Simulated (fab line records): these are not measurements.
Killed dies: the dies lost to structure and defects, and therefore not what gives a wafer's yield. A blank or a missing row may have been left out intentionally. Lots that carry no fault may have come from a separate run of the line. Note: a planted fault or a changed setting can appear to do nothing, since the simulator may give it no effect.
Which tool was responsible?    flow sky130    12 lots with 36 wafers sampled at 6 steps, on a route of 708 steps

WHAT THE GAUGES READ, wafer by wafer
SKY_VT_ADJUST_NCORE_OVL_MEAS_08. Usual: VT_ADJUST_NCORE_OVL gives 0.5 nm (standard deviation 1.5).
lot   measured      on          VT_ADJUST_NCORE_OVL (nm)  flag
L258  day 8 17:18   overlay-02  1.7 2.8 2.6               
L259  day 9 01:50   overlay-02  -2.7 -1.4 -1.1            
L260  day 9 07:58   overlay-02  1.5 0.8 1.6               
L261  day 9 17:41   overlay-01  0.6 -0.8 1.2              
L263  day 10 07:43  overlay-02  2.4 1.6 1.6               
L264  day 10 17:45  overlay-01  -1.6 -1.4 -0.8            
L265  day 10 19:01  overlay-01  2.0 0.7 2.3               
L266  day 11 01:20  overlay-02  0.8 0.2 0.6               
L275  day 14 11:53  overlay-02  4.4 3.5 1.1               
L278  day 14 23:45  overlay-02  -2.1 0.1 -1.9             
L279  day 15 01:38  overlay-02  -0.4 0.0 -0.3             
L280  day 15 18:05  overlay-02  -2.4 -3.9 -3.4            

SKY_SONOS_TUNNEL_CD_MEAS_07: the cd target is 410 nm. Usual: cdNm at 409.6 nm, with a standard deviation of 2.2.
lot   measured      on        cdNm (nm)          flag
L258  day 11 12:54  cdSem-02  410.9 409.3 409.2  
L259  day 11 22:29  cdSem-01  410.8 409.0 408.0  
L260  day 12 05:18  cdSem-01  408.3 408.7 407.2  
L261  day 12 16:36  cdSem-02  406.1 405.0 407.3  
L263  day 13 06:43  cdSem-02  409.6 408.7 408.2  
L264  day 13 18:58  cdSem-02  412.5 409.9 409.2  
L265  day 13 19:34  cdSem-01  411.3 410.2 411.4  
L266  day 14 03:43  cdSem-01  409.8 409.9 409.0  
L275  day 18 01:56  cdSem-02  410.9 410.9 410.8  
L278  day 18 14:05  cdSem-02  409.0 409.4 409.8  
L279  day 18 16:10  cdSem-02  410.2 410.5 409.6  
L280  day 19 11:11  cdSem-02  406.9 407.8 406.0  

SKY_GATE_OXIDE_OVL_MEAS_10. Usual: GATE_OXIDE_OVL gives 0.0 nm (standard deviation 1.2).
lot   measured      on          GATE_OXIDE_OVL (nm)  flag
L258  day 14 00:17  overlay-02  2.2 2.3 2.2          
L259  day 14 11:28  overlay-01  -3.4 -1.8 -1.1       
L260  day 14 15:42  overlay-02  0.7 1.0 0.4          
L261  day 15 05:26  overlay-01  -0.2 0.3 -1.3        
L263  day 15 22:05  overlay-01  0.5 0.2 0.2          
L264  day 16 09:14  overlay-02  0.4 0.1 -1.6         
L265  day 16 08:56  overlay-01  1.5 2.1 2.0          
L266  day 16 18:44  overlay-02  - - -                OFF
L275  day 21 04:32  overlay-01  0.3 1.4 0.5          
L278  day 21 12:06  overlay-02  -0.1 -0.6 1.1        
L279  day 21 17:52  overlay-02  -0.4 -0.8 -0.1       
L280  day 22 07:11  overlay-01  -1.2 -1.9 -1.3       

SKY_GATE_OXIDE_TW_MEAS_14. Usual: GATE_OXIDE_TW gives 224.0 (standard deviation 1.2).
lot   measured      on            GATE_OXIDE_TW      flag
L258  day 14 00:40  filmMetro-04  224.3 224.8 226.0  
L259  day 14 11:52  filmMetro-04  224.1 224.9 223.8  
L260  day 14 16:05  filmMetro-01  224.2 224.6 225.0  
L261  day 15 05:49  filmMetro-04  222.4 223.7 222.7  
L263  day 15 22:29  filmMetro-04  223.1 222.4 221.7  
L264  day 16 09:38  filmMetro-01  226.0 223.6 224.7  
L265  day 16 09:20  filmMetro-01  224.5 224.6 224.3  
L266  day 16 19:08  filmMetro-02  29.6 29.8 29.7     OFF
L275  day 21 04:57  filmMetro-01  226.0 223.6 223.5  
L278  day 21 12:30  filmMetro-04  223.5 223.6 224.2  
L279  day 21 18:15  filmMetro-01  225.3 223.5 224.4  
L280  day 22 07:35  filmMetro-04  226.2 224.9 224.8  

WHICH TOOL RAN EACH LOT (tool, then ch and the chambers of the sampled wafers, then the start)
lot   SKY_VT_ADJUST_NCORE_STRIP_10         SKY_GATE_OXIDE_EXPOSE_07
L258  plasmaAsher-04 ch 0,1, day 8 17:29   ilineStepper-02 ch 0, day 13 11:44
L259  plasmaAsher-04 ch 0,1, day 9 02:03   ilineStepper-01 ch 0, day 13 22:51
L260  plasmaAsher-04 ch 0,1, day 9 08:09   ilineStepper-02 ch 0, day 14 02:55
L261  plasmaAsher-04 ch 0,1, day 9 17:52   ilineStepper-01 ch 0, day 14 16:26
L263  plasmaAsher-02 ch 0,1, day 10 07:54  ilineStepper-02 ch 0, day 15 08:56
L264  plasmaAsher-01 ch 0, day 10 17:56    ilineStepper-01 ch 0, day 15 19:58
L265  plasmaAsher-04 ch 0,1, day 10 19:11  ilineStepper-01 ch 0, day 15 19:53
L266  plasmaAsher-01 ch 0,1, day 11 01:31  ilineStepper-02 ch 0, day 16 04:36
L275  plasmaAsher-01 ch 0,1, day 14 12:05  ilineStepper-02 ch 0, day 20 13:34
L278  plasmaAsher-01 ch 1, day 14 23:56    ilineStepper-02 ch 0, day 20 20:36
L279  plasmaAsher-01 ch 0,1, day 15 01:49  ilineStepper-02 ch 0, day 21 02:22
L280  plasmaAsher-04 ch 0,1, day 15 18:17  ilineStepper-02 ch 0, day 21 16:01
- SKY_VT_ADJUST_NCORE_STRIP_10: strips in O2/N2.
- SKY_GATE_OXIDE_EXPOSE_07: exposes mask LVOM, target cd 600 nm.

AS READ BY THE TOOLS THEMSELVES (means over the sampled wafers that have a number; for cases with no such wafer, the mark the record gives instead)
SKY_VT_ADJUST_NCORE_STRIP_10. Usual: chamberPressureMTorr 1500.3 mTorr, standard deviation 1.3; drypumpMotorCurrentA 5.48 A, standard deviation 0.14; oesProductAu 0.716 a.u., standard deviation 0.0047; stripTimeToEndpointS 14.17 s, standard deviation 0.036.
lot   tool            chamberPressureMTorr (mTorr)  drypumpMotorCurrentA (A)  oesProductAu (a.u.)  stripTimeToEndpointS (s)  flag
L258  plasmaAsher-04  1498.8                        5.58                      0.713                14.15                     
L259  plasmaAsher-04  1500.7                        5.49                      0.715                14.16                     
L260  plasmaAsher-04  1501.9                        5.50                      0.717                14.13                     
L261  plasmaAsher-04  1500.8                        5.48                      0.717                14.17                     
L263  plasmaAsher-02  1499.8                        5.49                      0.716                14.17                     
L264  plasmaAsher-01  1500.2                        5.47                      0.711                14.14                     
L265  plasmaAsher-04  1499.5                        5.57                      0.715                14.20                     
L266  plasmaAsher-01  1499.1                        5.30                      0.718                14.24                     
L275  plasmaAsher-01  1500.8                        5.39                      0.715                14.16                     
L278  plasmaAsher-01  1500.7                        5.23                      0.718                14.15                     
L279  plasmaAsher-01  1500.3                        5.31                      0.712                14.19                     
L280  plasmaAsher-04  1500.0                        5.59                      0.720                14.17                     

THE ANSWER, worked out from the rows above alone
Rule: a lot is off if the mean of its wafers that have a number lies more than 3 standard deviations from the usual mean. Also off: a lot with no number at a reading for which 4 or more lots have one. Any other lot the step has rows for is counted as sound. The gauges are gone through in route order, then the tools' own readings, and for those a lot's mean is taken as printed above. The first step at which some lot is off is used, and at that step the reading that is off furthest; a lot without a number counts as furthest.
Off: at SKY_GATE_OXIDE_OVL_MEAS_10 (GATE_OXIDE_OVL), L266. Without a number there: L266.
A tool fits if, at a process step before that reading, it ran every lot that is off, and no sound lot after the first of them. Not tried: the gauges at SKY_GATE_OXIDE_OVL_MEAS_10; whatever is off there is also off at SKY_GATE_OXIDE_TW_MEAS_14, on other tools, and gauge error can't account for it. Not one of the candidates tried fits.

WHAT HAD BEEN PUT IN BY THE SIMULATOR
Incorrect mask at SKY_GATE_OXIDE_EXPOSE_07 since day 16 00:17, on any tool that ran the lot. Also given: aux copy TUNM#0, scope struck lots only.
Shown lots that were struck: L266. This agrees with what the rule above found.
